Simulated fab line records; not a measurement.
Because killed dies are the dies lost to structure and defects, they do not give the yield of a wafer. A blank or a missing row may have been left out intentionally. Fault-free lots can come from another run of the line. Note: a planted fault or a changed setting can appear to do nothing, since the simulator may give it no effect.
Split-lot trial || flow sky130 || on a route of 708 steps: 5 lots, 23 wafers read

SPLIT DETAILS
At SKY_VIA3_ETCH_14 (etches BARC in N2/H2, stops on SiO2, time 45.9 s, target depth 60 nm), the setting time s was moved away from the recipe's 45.9 s on 6 of the 23 wafers read, by -7.4% to +8.6%. For the rest of the wafers, this setting stayed at what the recipe calls for.

Reading taken at the split's own step.

THE READING
KrF-thick_of_VIA3_COAT_07.thk nm (the simulator's own value, which no gauge read), in nm, at SKY_VIA3_ETCH_14 (etches BARC in N2/H2, stops on SiO2, time 45.9 s, target depth 60 nm). There is no usual value for it anywhere in the file. Average 392.1 nm, standard deviation 0.91 nm, over the 17 wafers here run with the recipe.

{"wafer": "L074.1", "tool, chamber at the split": "rie diel-03, 1", "time s as run, s": 45.9, "against the recipe": "recipe", "KrF-thick_of_VIA3_COAT_07.thk nm, nm": 393.6, "against lot-mates on the recipe": "-"}
{"wafer": "L074.2", "tool, chamber at the split": "rie diel-03, 2", "time s as run, s": 49.84, "against the recipe": "+8.6%", "KrF-thick_of_VIA3_COAT_07.thk nm, nm": 388.8, "against lot-mates on the recipe": -4.5}
{"wafer": "L074.3", "tool, chamber at the split": "rie diel-03, 0", "time s as run, s": 45.9, "against the recipe": "recipe", "KrF-thick_of_VIA3_COAT_07.thk nm, nm": 393, "against lot-mates on the recipe": "-"}
{"wafer": "L074.4", "tool, chamber at the split": "rie diel-03, 1", "time s as run, s": 49.84, "against the recipe": "+8.6%", "KrF-thick_of_VIA3_COAT_07.thk nm, nm": 389.4, "against lot-mates on the recipe": -3.9}
{"wafer": "L074.6", "tool, chamber at the split": "rie diel-03, 2", "time s as run, s": 49.84, "against the recipe": "+8.6%", "KrF-thick_of_VIA3_COAT_07.thk nm, nm": 387.7, "against lot-mates on the recipe": -5.6}
{"wafer": "L077.1", "tool, chamber at the split": "rie diel-02, 2", "time s as run, s": 45.9, "against the recipe": "recipe", "KrF-thick_of_VIA3_COAT_07.thk nm, nm": 394.1, "against lot-mates on the recipe": "-"}
{"wafer": "L077.2", "tool, chamber at the split": "rie diel-02, 0", "time s as run, s": 45.9, "against the recipe": "recipe", "KrF-thick_of_VIA3_COAT_07.thk nm, nm": 393, "against lot-mates on the recipe": "-"}
{"wafer": "L077.4", "tool, chamber at the split": "rie diel-02, 3", "time s as run, s": 42.49, "against the recipe": "-7.4%", "KrF-thick_of_VIA3_COAT_07.thk nm, nm": 396.2, "against lot-mates on the recipe": "+2.6"}
{"wafer": "L077.5", "tool, chamber at the split": "rie diel-02, 0", "time s as run, s": 42.49, "against the recipe": "-7.4%", "KrF-thick_of_VIA3_COAT_07.thk nm, nm": 395.3, "against lot-mates on the recipe": "+1.8"}
{"wafer": "L077.6", "tool, chamber at the split": "rie diel-02, 3", "time s as run, s": 42.49, "against the recipe": "-7.4%", "KrF-thick_of_VIA3_COAT_07.thk nm, nm": 395.8, "against lot-mates on the recipe": "+2.2"}
{"wafer": "L081.1", "tool, chamber at the split": "rie diel-02, 0", "time s as run, s": 45.9, "against the recipe": "recipe", "KrF-thick_of_VIA3_COAT_07.thk nm, nm": 391.8, "against lot-mates on the recipe": "-"}
{"wafer": "L081.2", "tool, chamber at the split": "rie diel-02, 2", "time s as run, s": 45.9, "against the recipe": "recipe", "KrF-thick_of_VIA3_COAT_07.thk nm, nm": 392, "against lot-mates on the recipe": "-"}
{"wafer": "L081.3", "tool, chamber at the split": "rie diel-02, 1", "time s as run, s": 45.9, "against the recipe": "recipe", "KrF-thick_of_VIA3_COAT_07.thk nm, nm": 391.6, "against lot-mates on the recipe": "-"}
{"wafer": "L081.4", "tool, chamber at the split": "rie diel-02, 3", "time s as run, s": 45.9, "against the recipe": "recipe", "KrF-thick_of_VIA3_COAT_07.thk nm, nm": 391, "against lot-mates on the recipe": "-"}
{"wafer": "L081.5", "tool, chamber at the split": "rie diel-02, 0", "time s as run, s": 45.9, "against the recipe": "recipe", "KrF-thick_of_VIA3_COAT_07.thk nm, nm": 392.3, "against lot-mates on the recipe": "-"}
{"wafer": "L084.2", "tool, chamber at the split": "rie diel-02, 0,1", "time s as run, s": 45.9, "against the recipe": "recipe", "KrF-thick_of_VIA3_COAT_07.thk nm, nm": 392.3, "against lot-mates on the recipe": "-"}
{"wafer": "L084.6", "tool, chamber at the split": "rie diel-02, 0,1", "time s as run, s": 45.9, "against the recipe": "recipe", "KrF-thick_of_VIA3_COAT_07.thk nm, nm": 392.3, "against lot-mates on the recipe": "-"}
{"wafer": "L084.3", "tool, chamber at the split": "rie diel-02, 3", "time s as run, s": 45.9, "against the recipe": "recipe", "KrF-thick_of_VIA3_COAT_07.thk nm, nm": 391.3, "against lot-mates on the recipe": "-"}
{"wafer": "L084.4", "tool, chamber at the split": "rie diel-02, 2", "time s as run, s": 45.9, "against the recipe": "recipe", "KrF-thick_of_VIA3_COAT_07.thk nm, nm": 392.1, "against lot-mates on the recipe": "-"}
{"wafer": "L084.5", "tool, chamber at the split": "rie diel-02, 0", "time s as run, s": 45.9, "against the recipe": "recipe", "KrF-thick_of_VIA3_COAT_07.thk nm, nm": 391.8, "against lot-mates on the recipe": "-"}
{"wafer": "L085.1", "tool, chamber at the split": "rie diel-03, 1,2", "time s as run, s": 45.9, "against the recipe": "recipe", "KrF-thick_of_VIA3_COAT_07.thk nm, nm": 391, "against lot-mates on the recipe": "-"}
{"wafer": "L085.3", "tool, chamber at the split": "rie diel-03, 1,2", "time s as run, s": 45.9, "against the recipe": "recipe", "KrF-thick_of_VIA3_COAT_07.thk nm, nm": 391, "against lot-mates on the recipe": "-"}
{"wafer": "L085.6", "tool, chamber at the split": "rie diel-03, 1", "time s as run, s": 45.9, "against the recipe": "recipe", "KrF-thick_of_VIA3_COAT_07.thk nm, nm": 390.9, "against lot-mates on the recipe": "-"}
Where a row lists several chambers, the file gives one row for several wafers and doesn't say which wafer went through which chamber.

THE FIT
A straight line over all 23 wafers: KrF-thick_of_VIA3_COAT_07.thk nm changes by -0.443 nm for each +1% of time s; r = -0.91; the points scatter about the line by 0.89 nm.
The same after taking each lot's own level away (the mean of its wafers on the recipe; 23 wafers): -0.436 nm for each +1%; r = -0.95; scatter 0.64 nm.
That fit puts the effect of the largest move of time s on the reading at 3.7 nm.
From 390.97 to 393.55 nm: that is the span of the lots' own levels, equal to 2.8 times the standard deviation above.
Hence the lot-to-lot level has little effect on the slope; both slopes agree.
Check: for one of the wafers moved furthest among these (+8.6%), held out of the fit, the line's prediction against its lot-mates is -3.85 nm. Against them it came out at -4.5 nm.

ADDITIONAL SPLITS CARRIED BY THESE WAFERS
Note: prior to the reading, these wafers also went through further splits. Each is held against what the fit with the lots' levels taken away leaves over:
{"other split on the same wafers": "SKY_METAL3_SPUTTER_01 power w", "wafers away from the commonest value": 7, "r with KrF-thick_of_VIA3_COAT_07.thk nm (lot level and that fit taken away)": "+0.12"}
{"other split on the same wafers": "SKY_CAPM_SPUTTER_02 power w", "wafers away from the commonest value": 5, "r with KrF-thick_of_VIA3_COAT_07.thk nm (lot level and that fit taken away)": -0.24}
{"other split on the same wafers": "SKY_CAPM_METAL_ETCH_13 time s", "wafers away from the commonest value": 12, "r with KrF-thick_of_VIA3_COAT_07.thk nm (lot level and that fit taken away)": "+0.14"}

THE FILE'S OWN FIT
KrF-thick_of_VIA3_COAT_07.thk nm changes by -0.441 nm for each +1% of time s, r = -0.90.
